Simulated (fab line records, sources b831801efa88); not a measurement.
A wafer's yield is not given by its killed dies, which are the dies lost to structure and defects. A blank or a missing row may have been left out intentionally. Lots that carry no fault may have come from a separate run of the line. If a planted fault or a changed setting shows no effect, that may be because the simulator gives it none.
Which of the tools did it? / flow sfq line / Sampling: 14 lots, 40 wafers, 5 of 325 route steps

## WHAT EACH GAUGE READ, for each wafer
SFQ_I0_BOW_MEAS_907. Usual: I0_BOW typically reads 1 um, with standard deviation 6.8.
lot=L522; measured=day 12 10:20; on=film metro-04; I0_BOW (um)=3 0 11; flag=
lot=L523; measured=day 12 22:20; on=film metro-03; I0_BOW (um)=-2 -4 -4; flag=
lot=L525; measured=day 13 13:20; on=film metro-01; I0_BOW (um)=-11 8 7; flag=
lot=L527; measured=day 14 06:28; on=film metro-01; I0_BOW (um)=7 -6 4; flag=
lot=L528; measured=day 14 09:40; on=film metro-01; I0_BOW (um)=2 7 -8; flag=
lot=L530; measured=day 15 00:16; on=film metro-03; I0_BOW (um)=-4 4 -3; flag=
lot=L532; measured=day 15 15:41; on=film metro-04; I0_BOW (um)=-4 2 8; flag=
lot=L534; measured=day 16 00:50; on=film metro-04; I0_BOW (um)=3 0 8; flag=
lot=L535; measured=day 16 09:17; on=film metro-04; I0_BOW (um)=-2; flag=
lot=L540; measured=day 17 17:29; on=film metro-01; I0_BOW (um)=-10 9 -2; flag=
lot=L541; measured=day 17 22:16; on=film metro-01; I0_BOW (um)=12 -2 11; flag=
lot=L543; measured=day 18 03:20; on=film metro-04; I0_BOW (um)=-6 4 4; flag=
lot=L544; measured=day 18 06:19; on=film metro-01; I0_BOW (um)=7 -1 -6; flag=
lot=L545; measured=day 18 08:15; on=film metro-04; I0_BOW (um)=10 2 0; flag=

SFQ_M1_RS_MEAS_909: uses a four-point probe to measure. Usual: M1_NB_RS typically reads 0.894 ohm/sq, with standard deviation 0.012.
lot=L522; measured=day 16 13:33; on=film metro-03; M1_NB_RS (ohm/sq)=0.890 0.903 0.896; flag=
lot=L523; measured=day 17 14:52; on=film metro-02; M1_NB_RS (ohm/sq)=0.892 0.906 0.910; flag=
lot=L525; measured=day 18 07:40; on=film metro-02; M1_NB_RS (ohm/sq)=0.891 0.891 0.907; flag=
lot=L527; measured=day 18 14:16; on=film metro-02; M1_NB_RS (ohm/sq)=0.893 0.882 0.889; flag=
lot=L528; measured=day 19 15:28; on=film metro-02; M1_NB_RS (ohm/sq)=0.881 0.896 0.884; flag=
lot=L530; measured=day 20 07:05; on=film metro-02; M1_NB_RS (ohm/sq)=0.887 0.871 0.889; flag=
lot=L532; measured=day 20 18:01; on=film metro-02; M1_NB_RS (ohm/sq)=0.903 0.897 0.895; flag=
lot=L534; measured=day 21 15:37; on=film metro-02; M1_NB_RS (ohm/sq)=0.883 0.646 0.878; flag=OFF
lot=L535; measured=day 22 02:29; on=film metro-02; M1_NB_RS (ohm/sq)=0.648; flag=OFF
lot=L540; measured=day 24 06:31; on=film metro-02; M1_NB_RS (ohm/sq)=0.900 0.891 0.896; flag=
lot=L541; measured=day 24 10:07; on=film metro-03; M1_NB_RS (ohm/sq)=0.885 0.900 0.886; flag=
lot=L543; measured=day 24 16:07; on=film metro-03; M1_NB_RS (ohm/sq)=0.872 0.891 0.884; flag=
lot=L544; measured=day 24 18:29; on=film metro-02; M1_NB_RS (ohm/sq)=0.927 0.915 0.928; flag=
lot=L545; measured=day 24 22:05; on=film metro-03; M1_NB_RS (ohm/sq)=0.916 0.899 0.902; flag=

## WHAT TOOL EACH LOT RAN ON (gives the tool, then ch and the chambers of the sampled wafers, and finally the start)
lot=L522; SFQ_TRILAYER_I0_VIA_ETCH_VIA_ETCH_034=rie diel-04 ch 0,1,3, day 16 12:32; SFQ_TRILAYER_I0_VIA_STRIP_STRIP_035=rie metal-04 ch 0,1, day 16 12:39; SFQ_TRILAYER_M1_DEP_SPUTTER_037=pvd sputter-06, day 16 13:28
lot=L523; SFQ_TRILAYER_I0_VIA_ETCH_VIA_ETCH_034=rie diel-01 ch 0,1,2, day 17 13:52; SFQ_TRILAYER_I0_VIA_STRIP_STRIP_035=rie metal-04 ch 0,1, day 17 13:59; SFQ_TRILAYER_M1_DEP_SPUTTER_037=pvd sputter-06, day 17 14:47
lot=L525; SFQ_TRILAYER_I0_VIA_ETCH_VIA_ETCH_034=rie diel-01 ch 0,1,3, day 18 06:40; SFQ_TRILAYER_I0_VIA_STRIP_STRIP_035=rie metal-03 ch 0,1, day 18 06:47; SFQ_TRILAYER_M1_DEP_SPUTTER_037=pvd sputter-05, day 18 07:35
lot=L527; SFQ_TRILAYER_I0_VIA_ETCH_VIA_ETCH_034=rie diel-01 ch 1,2,3, day 18 13:16; SFQ_TRILAYER_I0_VIA_STRIP_STRIP_035=rie metal-01 ch 0,1, day 18 13:22; SFQ_TRILAYER_M1_DEP_SPUTTER_037=pvd sputter-03, day 18 14:11
lot=L528; SFQ_TRILAYER_I0_VIA_ETCH_VIA_ETCH_034=rie diel-04 ch 0,2, day 19 14:28; SFQ_TRILAYER_I0_VIA_STRIP_STRIP_035=rie metal-04 ch 0,1, day 19 14:34; SFQ_TRILAYER_M1_DEP_SPUTTER_037=pvd sputter-03, day 19 15:23
lot=L530; SFQ_TRILAYER_I0_VIA_ETCH_VIA_ETCH_034=rie diel-01 ch 1,2,3, day 20 06:04; SFQ_TRILAYER_I0_VIA_STRIP_STRIP_035=rie metal-04 ch 0,1, day 20 06:10; SFQ_TRILAYER_M1_DEP_SPUTTER_037=pvd sputter-06, day 20 06:59
lot=L532; SFQ_TRILAYER_I0_VIA_ETCH_VIA_ETCH_034=rie diel-04 ch 0,1,3, day 20 16:59; SFQ_TRILAYER_I0_VIA_STRIP_STRIP_035=rie metal-04 ch 0,1, day 20 17:06; SFQ_TRILAYER_M1_DEP_SPUTTER_037=pvd sputter-05, day 20 17:54
lot=L534; SFQ_TRILAYER_I0_VIA_ETCH_VIA_ETCH_034=rie diel-04 ch 0,1, day 21 14:35; SFQ_TRILAYER_I0_VIA_STRIP_STRIP_035=rie metal-01 ch 0,1, day 21 14:42; SFQ_TRILAYER_M1_DEP_SPUTTER_037=pvd sputter-06, day 21 15:30
lot=L535; SFQ_TRILAYER_I0_VIA_ETCH_VIA_ETCH_034=rie diel-01 ch 0, day 22 01:26; SFQ_TRILAYER_I0_VIA_STRIP_STRIP_035=rie metal-04 ch 1, day 22 01:54; SFQ_TRILAYER_M1_DEP_SPUTTER_037=pvd sputter-06, day 22 02:22
lot=L540; SFQ_TRILAYER_I0_VIA_ETCH_VIA_ETCH_034=rie diel-04 ch 0,2, day 24 05:29; SFQ_TRILAYER_I0_VIA_STRIP_STRIP_035=rie metal-04 ch 0,1, day 24 05:36; SFQ_TRILAYER_M1_DEP_SPUTTER_037=pvd sputter-06, day 24 06:25
lot=L541; SFQ_TRILAYER_I0_VIA_ETCH_VIA_ETCH_034=rie diel-04 ch 0,1, day 24 09:05; SFQ_TRILAYER_I0_VIA_STRIP_STRIP_035=rie metal-03 ch 0,1, day 24 09:12; SFQ_TRILAYER_M1_DEP_SPUTTER_037=pvd sputter-05, day 24 10:00
lot=L543; SFQ_TRILAYER_I0_VIA_ETCH_VIA_ETCH_034=rie diel-01 ch 0,1,2, day 24 15:05; SFQ_TRILAYER_I0_VIA_STRIP_STRIP_035=rie metal-01 ch 0,1, day 24 15:12; SFQ_TRILAYER_M1_DEP_SPUTTER_037=pvd sputter-05, day 24 16:00
lot=L544; SFQ_TRILAYER_I0_VIA_ETCH_VIA_ETCH_034=rie diel-02 ch 0,3, day 24 17:29; SFQ_TRILAYER_I0_VIA_STRIP_STRIP_035=rie metal-04 ch 0,1, day 24 17:36; SFQ_TRILAYER_M1_DEP_SPUTTER_037=pvd sputter-06, day 24 18:24
lot=L545; SFQ_TRILAYER_I0_VIA_ETCH_VIA_ETCH_034=rie diel-01 ch 0,1, day 24 21:05; SFQ_TRILAYER_I0_VIA_STRIP_STRIP_035=rie metal-04 ch 0,1, day 24 21:12; SFQ_TRILAYER_M1_DEP_SPUTTER_037=pvd sputter-05, day 24 22:00
- SFQ_TRILAYER_I0_VIA_ETCH_VIA_ETCH_034: etches SiO2 in CHF3, stops on Nb, target depth 260 nm.
- SFQ_TRILAYER_I0_VIA_STRIP_STRIP_035: strips in O2.
- SFQ_TRILAYER_M1_DEP_SPUTTER_037: material Nb, target thk 200 nm, time 133.3 s.

## WHAT THE TOOLS THEMSELVES READ (means of the sampled wafers that have a number; where no wafer has one, the mark that the record gives instead)
SFQ_TRILAYER_I0_VIA_ETCH_VIA_ETCH_034. Usual: drypump motor current A 5.9 A, standard deviation 0.46; oes product au 0.862 a.u., standard deviation 0.006.
lot=L522; tool=rie diel-04; drypump motor current A (A)=5.9; oes product au (a.u.)=0.865; flag=
lot=L523; tool=rie diel-01; drypump motor current A (A)=6.0; oes product au (a.u.)=0.868; flag=
lot=L525; tool=rie diel-01; drypump motor current A (A)=5.8; oes product au (a.u.)=0.864; flag=
lot=L527; tool=rie diel-01; drypump motor current A (A)=6.0; oes product au (a.u.)=0.865; flag=
lot=L528; tool=rie diel-04; drypump motor current A (A)=5.3; oes product au (a.u.)=0.870; flag=
lot=L530; tool=rie diel-01; drypump motor current A (A)=6.0; oes product au (a.u.)=0.867; flag=
lot=L532; tool=rie diel-04; drypump motor current A (A)=5.9; oes product au (a.u.)=0.867; flag=
lot=L534; tool=rie diel-04; drypump motor current A (A)=5.6; oes product au (a.u.)=0.861; flag=
lot=L535; tool=rie diel-01; drypump motor current A (A)=5.6; oes product au (a.u.)=0.866; flag=
lot=L540; tool=rie diel-04; drypump motor current A (A)=5.4; oes product au (a.u.)=0.866; flag=
lot=L541; tool=rie diel-04; drypump motor current A (A)=5.6; oes product au (a.u.)=0.863; flag=
lot=L543; tool=rie diel-01; drypump motor current A (A)=6.0; oes product au (a.u.)=0.865; flag=
lot=L544; tool=rie diel-02; drypump motor current A (A)=6.2; oes product au (a.u.)=0.860; flag=
lot=L545; tool=rie diel-01; drypump motor current A (A)=5.8; oes product au (a.u.)=0.868; flag=

SFQ_TRILAYER_I0_VIA_STRIP_STRIP_035. Usual: drypump motor current A 5.99 A, standard deviation 0.16; oes product au 0.999 a.u., standard deviation 0.0094.
lot=L522; tool=rie metal-04; drypump motor current A (A)=5.94; oes product au (a.u.)=0.999; flag=
lot=L523; tool=rie metal-04; drypump motor current A (A)=5.87; oes product au (a.u.)=0.993; flag=
lot=L525; tool=rie metal-03; drypump motor current A (A)=6.10; oes product au (a.u.)=1.001; flag=
lot=L527; tool=rie metal-01; drypump motor current A (A)=6.07; oes product au (a.u.)=0.997; flag=
lot=L528; tool=rie metal-04; drypump motor current A (A)=5.95; oes product au (a.u.)=0.989; flag=
lot=L530; tool=rie metal-04; drypump motor current A (A)=5.87; oes product au (a.u.)=0.994; flag=
lot=L532; tool=rie metal-04; drypump motor current A (A)=5.87; oes product au (a.u.)=1.003; flag=
lot=L534; tool=rie metal-01; drypump motor current A (A)=6.05; oes product au (a.u.)=1.005; flag=
lot=L535; tool=rie metal-04; drypump motor current A (A)=6.01; oes product au (a.u.)=0.988; flag=
lot=L540; tool=rie metal-04; drypump motor current A (A)=5.87; oes product au (a.u.)=1.008; flag=
lot=L541; tool=rie metal-03; drypump motor current A (A)=6.25; oes product au (a.u.)=1.001; flag=
lot=L543; tool=rie metal-01; drypump motor current A (A)=6.05; oes product au (a.u.)=0.997; flag=
lot=L544; tool=rie metal-04; drypump motor current A (A)=5.86; oes product au (a.u.)=1.004; flag=
lot=L545; tool=rie metal-04; drypump motor current A (A)=5.86; oes product au (a.u.)=1.011; flag=

SFQ_TRILAYER_M1_DEP_SPUTTER_037. Usual: base pressure pa 1.33e-06 Pa, standard deviation 9.3e-08; throttle valve pct 30.5 %, standard deviation 0.98.
lot=L522; tool=pvd sputter-06; base pressure pa (Pa)=1.42e-06; throttle valve pct (%)=31.0; flag=
lot=L523; tool=pvd sputter-06; base pressure pa (Pa)=1.33e-06; throttle valve pct (%)=30.9; flag=
lot=L525; tool=pvd sputter-05; base pressure pa (Pa)=1.28e-06; throttle valve pct (%)=30.1; flag=
lot=L527; tool=pvd sputter-03; base pressure pa (Pa)=1.33e-06; throttle valve pct (%)=30.4; flag=
lot=L528; tool=pvd sputter-03; base pressure pa (Pa)=1.28e-06; throttle valve pct (%)=30.4; flag=
lot=L530; tool=pvd sputter-06; base pressure pa (Pa)=1.36e-06; throttle valve pct (%)=30.9; flag=
lot=L532; tool=pvd sputter-05; base pressure pa (Pa)=1.30e-06; throttle valve pct (%)=30.2; flag=
lot=L534; tool=pvd sputter-06; base pressure pa (Pa)=1.29e-06; throttle valve pct (%)=31.0; flag=
lot=L535; tool=pvd sputter-06; base pressure pa (Pa)=1.29e-06; throttle valve pct (%)=29.6; flag=
lot=L540; tool=pvd sputter-06; base pressure pa (Pa)=1.39e-06; throttle valve pct (%)=30.1; flag=
lot=L541; tool=pvd sputter-05; base pressure pa (Pa)=1.33e-06; throttle valve pct (%)=30.0; flag=
lot=L543; tool=pvd sputter-05; base pressure pa (Pa)=1.26e-06; throttle valve pct (%)=30.1; flag=
lot=L544; tool=pvd sputter-06; base pressure pa (Pa)=1.33e-06; throttle valve pct (%)=30.4; flag=
lot=L545; tool=pvd sputter-05; base pressure pa (Pa)=1.40e-06; throttle valve pct (%)=30.5; flag=

## THE ANSWER, worked out from the rows above alone
Rule: a lot is off if the mean of its wafers that have a number lies more than 3 standard deviations from the usual mean. A lot without any number at a reading at which 4 lots or more have one is off too. All remaining lots with rows at the step are treated as sound. After the gauges, taken in route order, come the tools' own readings; for these a lot's mean is taken, as printed above. The first step at which some lot is off is used, and at that step the reading that is off furthest; a lot without a number counts as furthest.
Off: L534, L535, at SFQ_M1_RS_MEAS_909 (M1_NB_RS).
A tool fits if, at a process step before that reading, it ran every lot that is off, and no sound lot after the first of them. The gauges at SFQ_M1_RS_MEAS_909 are tried like those tools. Of those tried, none fits.

## WHAT WAS PUT IN BY THE SIMULATOR
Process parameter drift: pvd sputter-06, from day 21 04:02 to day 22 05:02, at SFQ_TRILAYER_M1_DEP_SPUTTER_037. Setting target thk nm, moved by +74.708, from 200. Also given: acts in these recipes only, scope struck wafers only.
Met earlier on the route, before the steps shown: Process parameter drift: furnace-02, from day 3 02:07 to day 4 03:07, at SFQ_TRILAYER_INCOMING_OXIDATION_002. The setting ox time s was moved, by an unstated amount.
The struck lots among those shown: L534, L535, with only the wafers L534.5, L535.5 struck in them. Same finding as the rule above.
